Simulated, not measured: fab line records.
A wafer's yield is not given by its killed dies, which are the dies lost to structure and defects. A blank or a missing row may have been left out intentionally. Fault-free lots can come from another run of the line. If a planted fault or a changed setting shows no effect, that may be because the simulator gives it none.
fab line records / flow sky130
record: lots: 13 wafers: 39 lastDay: 51
route steps=708 shown METAL2@485
lots that met no fault: from a run of the same line without faults
startH: start of the lot's first displayed wafer, in hours after the record's first day / waitH: how many hours have passed since the lot's step before this one / " identical to the entry in the row above / L1.1+2: one row covering several wafers at once / - either no value or no given start / * or withheld: withheld / < > ~ a bound
route shown NAME@n: a module of which the file shows steps, and the number in the route of the first / usual: the fault-free wafers' mean and standard deviation / same: alike in all rows / chamber/n: place in a boat / sites: each site's reading / _std_site: their standard deviation / _edge_site: the outer-site mean with the inner-site mean subtracted / radiusMm: how far each site lies from the wafer's centre / mask NAME#n: copy n / behind: the most recent tool/chamber to have shaped the wafer / hold: why the lot went on hold/how many hours it stayed there/how the hold came to an end / device: whichever transistor did not switch (one of n, p or np) / end of line: tests of these same wafers at the route's end / for a step that has no rows: nothing shown but its recipe / killed: dies lost to structure and defects at the first sort, not the wafer's yield / map: a wafer's dies, x killed, . not, _ none there
set.NAME: the setting as run; set.NAME@STEP: as run at that earlier step / model.NAME: the simulator's own value behind a step, which no gauge read
steps of the route over a sample of lots; a table a step, a row a wafer
services: from which hour (startH, from the record's first day; less than 0 if before it) a tool's chamber was out of use, for how many hours, and why
== steps ==
step: SKY_METAL2_SPUTTER_02
recipe: material: AlCu targetThkNm: 250 powerW: 10600 timeS: 13.3 chamberPressurePa: 0.4
usual: throttleValvePct: 30.3/0.85
lot.wafer=L374.1 tool=pvdSputter-03 chamber=- startH=796.36 waitH=0.0 throttleValvePct=30.9
lot.wafer=L374.4 tool=pvdSputter-03 chamber=- startH=796.36 waitH=0.0 throttleValvePct=30.2
lot.wafer=L374.5 tool=pvdSputter-03 chamber=- startH=796.36 waitH=0.0 throttleValvePct=29.1
lot.wafer=L375.1 tool=pvdSputter-03 chamber=- startH=804.05 waitH=0.0 throttleValvePct=30.5
lot.wafer=L375.3 tool=pvdSputter-03 chamber=- startH=804.05 waitH=0.0 throttleValvePct=30.9
lot.wafer=L375.5 tool=pvdSputter-03 chamber=- startH=804.05 waitH=0.0 throttleValvePct=29.0
lot.wafer=L376.1 tool=pvdSputter-04 chamber=- startH=814.41 waitH=0.0 throttleValvePct=30.5
lot.wafer=L376.2 tool=pvdSputter-04 chamber=- startH=814.41 waitH=0.0 throttleValvePct=28.8
lot.wafer=L376.5 tool=pvdSputter-04 chamber=- startH=814.41 waitH=0.0 throttleValvePct=28.5
lot.wafer=L377.1 tool=pvdSputter-01 chamber=- startH=822.71 waitH=0.0 throttleValvePct=30.1
lot.wafer=L377.3 tool=pvdSputter-01 chamber=- startH=822.71 waitH=0.0 throttleValvePct=31.6
lot.wafer=L377.5 tool=pvdSputter-01 chamber=- startH=822.71 waitH=0.0 throttleValvePct=31.7
lot.wafer=L378.1 tool=pvdSputter-01 chamber=- startH=833.58 waitH=0.0 throttleValvePct=31.4
lot.wafer=L378.3 tool=pvdSputter-01 chamber=- startH=833.58 waitH=0.0 throttleValvePct=30.0
lot.wafer=L378.4 tool=pvdSputter-01 chamber=- startH=833.58 waitH=0.0 throttleValvePct=30.7
lot.wafer=L379.2 tool=pvdSputter-04 chamber=- startH=838.16 waitH=0.0 throttleValvePct=30.5
lot.wafer=L379.3 tool=pvdSputter-04 chamber=- startH=838.16 waitH=0.0 throttleValvePct=28.5
lot.wafer=L379.4 tool=pvdSputter-04 chamber=- startH=838.16 waitH=0.0 throttleValvePct=29.7
lot.wafer=L380.2 tool=pvdSputter-03 chamber=- startH=848.70 waitH=0.0 throttleValvePct=29.1
lot.wafer=L380.3 tool=pvdSputter-03 chamber=- startH=848.70 waitH=0.0 throttleValvePct=29.5
lot.wafer=L380.6 tool=pvdSputter-03 chamber=- startH=848.70 waitH=0.0 throttleValvePct=29.4
lot.wafer=L383.2 tool=pvdSputter-03 chamber=- startH=866.50 waitH=0.0 throttleValvePct=29.1
lot.wafer=L383.3 tool=pvdSputter-03 chamber=- startH=866.50 waitH=0.0 throttleValvePct=29.8
lot.wafer=L383.5 tool=pvdSputter-03 chamber=- startH=866.50 waitH=0.0 throttleValvePct=29.8
lot.wafer=L386.1 tool=pvdSputter-01 chamber=- startH=892.46 waitH=0.0 throttleValvePct=29.8
lot.wafer=L386.3 tool=pvdSputter-01 chamber=- startH=892.46 waitH=0.0 throttleValvePct=31.0
lot.wafer=L386.5 tool=pvdSputter-01 chamber=- startH=892.46 waitH=0.0 throttleValvePct=30.8
lot.wafer=L392.1 tool=pvdSputter-04 chamber=- startH=932.30 waitH=0.0 throttleValvePct=28.6
lot.wafer=L392.3 tool=pvdSputter-04 chamber=- startH=932.30 waitH=0.0 throttleValvePct=30.4
lot.wafer=L392.4 tool=pvdSputter-04 chamber=- startH=932.30 waitH=0.0 throttleValvePct=30.0
lot.wafer=L393.1 tool=pvdSputter-04 chamber=- startH=937.46 waitH=0.0 throttleValvePct=30.7
lot.wafer=L393.3 tool=pvdSputter-04 chamber=- startH=937.46 waitH=0.0 throttleValvePct=30.5
lot.wafer=L393.6 tool=pvdSputter-04 chamber=- startH=937.46 waitH=0.0 throttleValvePct=30.0
lot.wafer=L395.2 tool=pvdSputter-03 chamber=- startH=951.82 waitH=0.0 throttleValvePct=30.7
lot.wafer=L395.4 tool=pvdSputter-03 chamber=- startH=951.82 waitH=0.0 throttleValvePct=29.9
lot.wafer=L395.5 tool=pvdSputter-03 chamber=- startH=951.82 waitH=0.0 throttleValvePct=29.9
lot.wafer=L396.1 tool=pvdSputter-03 chamber=- startH=985.64 waitH=0.0 throttleValvePct=29.3
lot.wafer=L396.3 tool=pvdSputter-03 chamber=- startH=985.64 waitH=0.0 throttleValvePct=30.6
lot.wafer=L396.6 tool=pvdSputter-03 chamber=- startH=985.64 waitH=0.0 throttleValvePct=29.1
step: SKY_METAL2_RS_MEAS_05
recipe: thkMeasGauge: four-point-probe reads: TiN_of_METAL2_SPUTTER_04+Ti_of_METAL2_SPUTTER_03+AlCu_of_METAL2_SPUTTER_02+TiN_of_METAL2_SPUTTER_01+Ti_of_METAL2_SPUTTER_00
usual: METAL2_ALCU_RS: 0.1266/0.0017
lot.wafer=L374.1 tool=filmMetro-03 chamber=- startH=796.45 waitH=0.0 METAL2_ALCU_RS[ohm/sq]=0.1280
lot.wafer=L374.4 tool=filmMetro-03 chamber=- startH=796.45 waitH=0.0 METAL2_ALCU_RS[ohm/sq]=0.1255
lot.wafer=L374.5 tool=filmMetro-03 chamber=- startH=796.45 waitH=0.0 METAL2_ALCU_RS[ohm/sq]=0.1261
lot.wafer=L375.1 tool=filmMetro-04 chamber=- startH=804.14 waitH=0.0 METAL2_ALCU_RS[ohm/sq]=0.1250
lot.wafer=L375.3 tool=filmMetro-04 chamber=- startH=804.14 waitH=0.0 METAL2_ALCU_RS[ohm/sq]=0.1271
lot.wafer=L375.5 tool=filmMetro-04 chamber=- startH=804.14 waitH=0.0 METAL2_ALCU_RS[ohm/sq]=0.1250
lot.wafer=L376.1 tool=filmMetro-03 chamber=- startH=814.50 waitH=0.0 METAL2_ALCU_RS[ohm/sq]=0.1250
lot.wafer=L376.2 tool=filmMetro-03 chamber=- startH=814.50 waitH=0.0 METAL2_ALCU_RS[ohm/sq]=0.1260
lot.wafer=L376.5 tool=filmMetro-03 chamber=- startH=814.50 waitH=0.0 METAL2_ALCU_RS[ohm/sq]=0.1248
lot.wafer=L377.1 tool=filmMetro-03 chamber=- startH=822.80 waitH=0.0 METAL2_ALCU_RS[ohm/sq]=0.1252
lot.wafer=L377.3 tool=filmMetro-03 chamber=- startH=822.80 waitH=0.0 METAL2_ALCU_RS[ohm/sq]=0.1286
lot.wafer=L377.5 tool=filmMetro-03 chamber=- startH=822.80 waitH=0.0 METAL2_ALCU_RS[ohm/sq]=0.1284
lot.wafer=L378.1 tool=filmMetro-01 chamber=- startH=833.67 waitH=0.0 METAL2_ALCU_RS[ohm/sq]=0.1310
lot.wafer=L378.3 tool=filmMetro-01 chamber=- startH=833.67 waitH=0.0 METAL2_ALCU_RS[ohm/sq]=0.1287
lot.wafer=L378.4 tool=filmMetro-01 chamber=- startH=833.67 waitH=0.0 METAL2_ALCU_RS[ohm/sq]=0.1282
lot.wafer=L379.2 tool=filmMetro-01 chamber=- startH=838.27 waitH=0.0 METAL2_ALCU_RS[ohm/sq]=0.1252
lot.wafer=L379.3 tool=filmMetro-01 chamber=- startH=838.27 waitH=0.0 METAL2_ALCU_RS[ohm/sq]=0.1250
lot.wafer=L379.4 tool=filmMetro-01 chamber=- startH=838.27 waitH=0.0 METAL2_ALCU_RS[ohm/sq]=0.1266
lot.wafer=L380.2 tool=filmMetro-03 chamber=- startH=848.82 waitH=0.0 METAL2_ALCU_RS[ohm/sq]=0.1240
lot.wafer=L380.3 tool=filmMetro-03 chamber=- startH=848.82 waitH=0.0 METAL2_ALCU_RS[ohm/sq]=0.1245
lot.wafer=L380.6 tool=filmMetro-03 chamber=- startH=848.82 waitH=0.0 METAL2_ALCU_RS[ohm/sq]=0.1243
lot.wafer=L383.2 tool=filmMetro-01 chamber=- startH=866.61 waitH=0.0 METAL2_ALCU_RS[ohm/sq]=0.1253
lot.wafer=L383.3 tool=filmMetro-01 chamber=- startH=866.61 waitH=0.0 METAL2_ALCU_RS[ohm/sq]=0.1263
lot.wafer=L383.5 tool=filmMetro-01 chamber=- startH=866.61 waitH=0.0 METAL2_ALCU_RS[ohm/sq]=0.1256
lot.wafer=L386.1 tool=filmMetro-03 chamber=- startH=892.55 waitH=0.0 METAL2_ALCU_RS[ohm/sq]=0.1318
lot.wafer=L386.3 tool=filmMetro-03 chamber=- startH=892.55 waitH=0.0 METAL2_ALCU_RS[ohm/sq]=0.1266
lot.wafer=L386.5 tool=filmMetro-03 chamber=- startH=892.55 waitH=0.0 METAL2_ALCU_RS[ohm/sq]=0.1262
lot.wafer=L392.1 tool=filmMetro-04 chamber=- startH=932.40 waitH=0.0 METAL2_ALCU_RS[ohm/sq]=0.1278
lot.wafer=L392.3 tool=filmMetro-04 chamber=- startH=932.40 waitH=0.0 METAL2_ALCU_RS[ohm/sq]=0.1270
lot.wafer=L392.4 tool=filmMetro-04 chamber=- startH=932.40 waitH=0.0 METAL2_ALCU_RS[ohm/sq]=0.1277
lot.wafer=L393.1 tool=filmMetro-01 chamber=- startH=937.55 waitH=0.0 METAL2_ALCU_RS[ohm/sq]=0.1275
lot.wafer=L393.3 tool=filmMetro-01 chamber=- startH=937.55 waitH=0.0 METAL2_ALCU_RS[ohm/sq]=0.1253
lot.wafer=L393.6 tool=filmMetro-01 chamber=- startH=937.55 waitH=0.0 METAL2_ALCU_RS[ohm/sq]=0.1272
lot.wafer=L395.2 tool=filmMetro-03 chamber=- startH=951.93 waitH=0.0 METAL2_ALCU_RS[ohm/sq]=0.1274
lot.wafer=L395.4 tool=filmMetro-03 chamber=- startH=951.93 waitH=0.0 METAL2_ALCU_RS[ohm/sq]=0.1270
lot.wafer=L395.5 tool=filmMetro-03 chamber=- startH=951.93 waitH=0.0 METAL2_ALCU_RS[ohm/sq]=0.1270
lot.wafer=L396.1 tool=filmMetro-01 chamber=- startH=985.73 waitH=0.0 METAL2_ALCU_RS[ohm/sq]=0.1247
lot.wafer=L396.3 tool=filmMetro-01 chamber=- startH=985.73 waitH=0.0 METAL2_ALCU_RS[ohm/sq]=0.1249
lot.wafer=L396.6 tool=filmMetro-01 chamber=- startH=985.73 waitH=0.0 METAL2_ALCU_RS[ohm/sq]=0.1244
step: SKY_METAL2_THK_MEAS_06
recipe: thkMeasGauge: xrf reads: AlCu_of_METAL2_SPUTTER_02
usual: METAL2_ALCU_THK: 251/3.2
lot.wafer=L374.1 tool=filmMetro-03 chamber=- startH=796.57 waitH=0.1 METAL2_ALCU_THK[nm]=249
lot.wafer=L374.4 tool=filmMetro-03 chamber=- startH=796.57 waitH=0.1 METAL2_ALCU_THK[nm]=253
lot.wafer=L374.5 tool=filmMetro-03 chamber=- startH=796.57 waitH=0.1 METAL2_ALCU_THK[nm]=251
lot.wafer=L375.1 tool=filmMetro-04 chamber=- startH=804.26 waitH=0.1 METAL2_ALCU_THK[nm]=255
lot.wafer=L375.3 tool=filmMetro-04 chamber=- startH=804.26 waitH=0.1 METAL2_ALCU_THK[nm]=250
lot.wafer=L375.5 tool=filmMetro-04 chamber=- startH=804.26 waitH=0.1 METAL2_ALCU_THK[nm]=253
lot.wafer=L376.1 tool=filmMetro-03 chamber=- startH=814.62 waitH=0.1 METAL2_ALCU_THK[nm]=254
lot.wafer=L376.2 tool=filmMetro-03 chamber=- startH=814.62 waitH=0.1 METAL2_ALCU_THK[nm]=251
lot.wafer=L376.5 tool=filmMetro-03 chamber=- startH=814.62 waitH=0.1 METAL2_ALCU_THK[nm]=255
lot.wafer=L377.1 tool=filmMetro-03 chamber=- startH=822.92 waitH=0.1 METAL2_ALCU_THK[nm]=251
lot.wafer=L377.3 tool=filmMetro-03 chamber=- startH=822.92 waitH=0.1 METAL2_ALCU_THK[nm]=246
lot.wafer=L377.5 tool=filmMetro-03 chamber=- startH=822.92 waitH=0.1 METAL2_ALCU_THK[nm]=247
lot.wafer=L378.1 tool=filmMetro-01 chamber=- startH=833.79 waitH=0.1 METAL2_ALCU_THK[nm]=244
lot.wafer=L378.3 tool=filmMetro-01 chamber=- startH=833.79 waitH=0.1 METAL2_ALCU_THK[nm]=249
lot.wafer=L378.4 tool=filmMetro-01 chamber=- startH=833.79 waitH=0.1 METAL2_ALCU_THK[nm]=250
lot.wafer=L379.2 tool=filmMetro-01 chamber=- startH=838.38 waitH=0.1 METAL2_ALCU_THK[nm]=254
lot.wafer=L379.3 tool=filmMetro-01 chamber=- startH=838.38 waitH=0.1 METAL2_ALCU_THK[nm]=255
lot.wafer=L379.4 tool=filmMetro-01 chamber=- startH=838.38 waitH=0.1 METAL2_ALCU_THK[nm]=252
lot.wafer=L380.2 tool=filmMetro-03 chamber=- startH=848.93 waitH=0.1 METAL2_ALCU_THK[nm]=255
lot.wafer=L380.3 tool=filmMetro-03 chamber=- startH=848.93 waitH=0.1 METAL2_ALCU_THK[nm]=252
lot.wafer=L380.6 tool=filmMetro-03 chamber=- startH=848.93 waitH=0.1 METAL2_ALCU_THK[nm]=254
lot.wafer=L383.2 tool=filmMetro-01 chamber=- startH=866.72 waitH=0.1 METAL2_ALCU_THK[nm]=253
lot.wafer=L383.3 tool=filmMetro-01 chamber=- startH=866.72 waitH=0.1 METAL2_ALCU_THK[nm]=250
lot.wafer=L383.5 tool=filmMetro-01 chamber=- startH=866.72 waitH=0.1 METAL2_ALCU_THK[nm]=254
lot.wafer=L386.1 tool=filmMetro-03 chamber=- startH=892.67 waitH=0.1 METAL2_ALCU_THK[nm]=240
lot.wafer=L386.3 tool=filmMetro-03 chamber=- startH=892.67 waitH=0.1 METAL2_ALCU_THK[nm]=248
lot.wafer=L386.5 tool=filmMetro-03 chamber=- startH=892.67 waitH=0.1 METAL2_ALCU_THK[nm]=249
lot.wafer=L392.1 tool=filmMetro-04 chamber=- startH=932.52 waitH=0.1 METAL2_ALCU_THK[nm]=248
lot.wafer=L392.3 tool=filmMetro-04 chamber=- startH=932.52 waitH=0.1 METAL2_ALCU_THK[nm]=251
lot.wafer=L392.4 tool=filmMetro-04 chamber=- startH=932.52 waitH=0.1 METAL2_ALCU_THK[nm]=251
lot.wafer=L393.1 tool=filmMetro-01 chamber=- startH=937.67 waitH=0.1 METAL2_ALCU_THK[nm]=249
lot.wafer=L393.3 tool=filmMetro-01 chamber=- startH=937.67 waitH=0.1 METAL2_ALCU_THK[nm]=250
lot.wafer=L393.6 tool=filmMetro-01 chamber=- startH=937.67 waitH=0.1 METAL2_ALCU_THK[nm]=251
lot.wafer=L395.2 tool=filmMetro-03 chamber=- startH=952.04 waitH=0.1 METAL2_ALCU_THK[nm]=250
lot.wafer=L395.4 tool=filmMetro-03 chamber=- startH=952.04 waitH=0.1 METAL2_ALCU_THK[nm]=250
lot.wafer=L395.5 tool=filmMetro-03 chamber=- startH=952.04 waitH=0.1 METAL2_ALCU_THK[nm]=250
lot.wafer=L396.1 tool=filmMetro-01 chamber=- startH=985.85 waitH=0.1 METAL2_ALCU_THK[nm]=254
lot.wafer=L396.3 tool=filmMetro-01 chamber=- startH=985.85 waitH=0.1 METAL2_ALCU_THK[nm]=255
lot.wafer=L396.6 tool=filmMetro-01 chamber=- startH=985.85 waitH=0.1 METAL2_ALCU_THK[nm]=254
== services ==
tool=pvdSputter-01 chamber=- startH=863.33 hours=0.8 kind=repair
== key ==
firstSign: step: SKY_METAL2_RS_MEAS_05 reading: METAL2_ALCU_RS direction: up sigmas: 3 usual: 0.1266 struck: 0.1318
effect: step: SKY_METAL2_THK_MEAS_06 reading: METAL2_ALCU_THK direction: down sigmas: 3.6 usual: 251 struck: 240
metAt SKY_METAL2_SPUTTER_02
struckLots L386
struckWafers L386.1
onsetBetween 833.58 892.46
fault: kind: processParameterDrift tool: pvdSputter-01 chamber: - onsetH: 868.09 steps: SKY_METAL2_SPUTTER_02 channel: timeS offset: * shape: step endH: 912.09 scope: struckWafersOnly actsIn: * stated: *
